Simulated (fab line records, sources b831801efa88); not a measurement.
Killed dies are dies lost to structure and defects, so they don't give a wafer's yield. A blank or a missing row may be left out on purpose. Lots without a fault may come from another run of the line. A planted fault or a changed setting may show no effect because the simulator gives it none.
Which tool did it? | flow sky130 | 13 lots, 39 wafers sampled, at 2 steps of a route of 708

WHAT THE GAUGES READ, wafer by wafer
SKY_SPACER_THK_MEAS_01.
lot  | measured     | on            | SPACER_CVD_00_THK (nm)
L122 | day 22 12:05 | film_metro-01 | 43.1 42.9 42.8
L123 | day 22 21:07 | film_metro-01 | 43.2 43.2 43.4
L124 | day 23 18:17 | film_metro-03 | 42.6 42.5 42.8
L125 | day 24 00:56 | film_metro-04 | 43.2 43.1 43.0
L126 | day 24 08:05 | film_metro-01 | 41.6 41.2 41.8
L127 | day 24 22:02 | film_metro-04 | 42.4 43.0 42.8
L128 | day 25 03:58 | film_metro-01 | 42.9 43.0 43.1
L129 | day 25 11:37 | film_metro-01 | 43.2 43.1 43.4
L130 | day 25 14:10 | film_metro-01 | 42.3 42.9 42.2
L134 | day 27 12:55 | film_metro-03 | 42.7 42.9 42.8
L136 | day 27 18:26 | film_metro-01 | 35.3 35.1 35.3
L137 | day 28 10:14 | film_metro-04 | 34.8 34.5 34.9
L138 | day 29 07:14 | film_metro-04 | 34.2 33.9 33.9

WHICH TOOL RAN EACH LOT (tool, then ch and the chambers of the sampled wafers, then the start)
lot  | SKY_SPACER_CVD_00
L122 | lpcvd-02 ch 0, day 22 10:53
L123 | lpcvd-02 ch 1, day 22 19:55
L124 | lpcvd-02 ch 1, day 23 17:04
L125 | lpcvd-02 ch 1, day 23 23:44
L126 | lpcvd-02 ch 0, day 24 06:53
L127 | lpcvd-02 ch 0, day 24 20:50
L128 | lpcvd-02 ch 1, day 25 02:45
L129 | lpcvd-02 ch 0, day 25 10:24
L130 | lpcvd-02 ch 0, day 25 12:58
L134 | lpcvd-02 ch 1, day 27 11:05
L136 | lpcvd-02 ch 1, day 27 17:14
L137 | lpcvd-02 ch 0, day 28 08:26
L138 | lpcvd-02 ch 1, day 29 06:02
- SKY_SPACER_CVD_00: deposits Si3N4 from DCS/NH3, target thk 43.1 nm, time 740 s.

WHAT THE TOOLS THEMSELVES READ (means of the sampled wafers that have a number; where no wafer has one, the mark that the record gives instead)
SKY_SPACER_CVD_00.
lot  | tool     | pressure_mtorr (mTorr)
L122 | lpcvd-02 | 249.1
L123 | lpcvd-02 | 250.1
L124 | lpcvd-02 | 250.4
L125 | lpcvd-02 | 250.0
L126 | lpcvd-02 | 250.1
L127 | lpcvd-02 | 249.3
L128 | lpcvd-02 | 250.2
L129 | lpcvd-02 | 249.6
L130 | lpcvd-02 | 250.3
L134 | lpcvd-02 | 249.8
L136 | lpcvd-02 | 124.8
L137 | lpcvd-02 | 125.2
L138 | lpcvd-02 | 124.7

THE ANSWER, worked out from the rows above alone
Rule: what is usual is taken from the lots themselves. Put in order of their means at a reading, lots are off if they are a third of the lots or fewer, leave a main group of 4 or more, and stand apart from it by a gap of 3 or more times the standard deviation of the main group's means; of several such gaps the widest counts. A main group whose means are all the same, to the digits that the tables above print for the reading, isn't used. A lot without any number at a reading at which 4 lots or more have one is off too. The other lots that the step has rows for count as sound. The gauges are gone through in route order, then the tools' own readings, and for those a lot's mean is taken as printed above. The first step at which some lot is off is used, and at that step the reading that is off furthest; a lot without a number counts as furthest.
Off: L136, L137, L138, at SKY_SPACER_THK_MEAS_01 (SPACER_CVD_00_THK). The main group: mean 42.8 nm, standard deviation 0.48.
A tool fits if, at a process step before that reading, it ran every lot that is off, and no sound lot after the first of them. The gauges at SKY_SPACER_THK_MEAS_01 aren't tried: what is off there is off at SKY_SPACER_CVD_00 too, on other tools, and a gauge's error can't cause that. One fits: lpcvd-02 at SKY_SPACER_CVD_00. Its last sound lot is L134 (day 27 11:05), its first lot that is off L136 (day 27 17:14): a fault that began between those two fits.
The tool's own readings at SKY_SPACER_CVD_00 bear it out: on the lots that are off they differ by more than 5 times the standard deviation of the sound lots' means. pressure_mtorr reads 124.9 mTorr there against 249.9 mTorr on the sound lots.

WHAT THE SIMULATOR HAD PUT IN
Process parameter drift: lpcvd-02, from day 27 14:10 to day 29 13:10, at SKY_SPACER_CVD_00. Setting pressure_mtorr, moved by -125, from 250. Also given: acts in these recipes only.
Lots struck among those shown: L136, L137, L138. The rule above found the same.
